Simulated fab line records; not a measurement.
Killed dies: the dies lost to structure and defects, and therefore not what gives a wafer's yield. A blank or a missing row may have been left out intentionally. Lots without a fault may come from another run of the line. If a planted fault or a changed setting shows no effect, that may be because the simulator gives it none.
Chamber matching ; flow gf180mcu ; GF_PASSIVATION_ETCH_11 on rieDiel-02: 4 sister chambers
The step etches the open film in CF4/O2, stops on TiN, target depth 1800 nm, time 400 s. 4 wafers are shown with their chamber, then 8 later ones without.

## WAFERS, EACH WITH ITS CHAMBER
wafer;chamber;drypumpMotorCurrentA (A)
L085.2;2;4.8
L085.3;3;5.3
L085.4;1;5.7
L084.1;0;5.9

## WAFERS WITHOUT THEIR CHAMBER
wafer;drypumpMotorCurrentA (A)
L084.2;4.8
L084.3;5.2
L084.4;5.7
L084.5;5.9
L084.6;5.7
L097.2;5.8
L097.3;4.8
L097.6;5.3

## WHICH CHAMBER EACH ONE RAN IN
wafer;from the rows above;in truth
L084.2;2;2
L084.3;3;3
L084.4;1;1
L084.5;0;0
L084.6;1;1
L097.2;can't be placed: 1 or 0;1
L097.3;2;2
L097.6;3;3
Correct placement for 7 of the 8. Not placeable from these rows: 1 (in 1, the candidates include the true chamber). Number placed wrongly: 0.
How it was worked out, from the rows above alone: a wafer's distance from a chamber is the root of the sum, over the readings, of the square of ((its reading less the chamber's mean) divided by the reading's scatter). The wafer belongs to the nearest chamber; if the next one is less than 2 further off, it can't be placed. For every chamber, the mean is computed from those of its wafers that are shown. The scatter: with one shown wafer a chamber, the root of the mean of the squares of how far each hidden wafer lies from its nearest shown one.
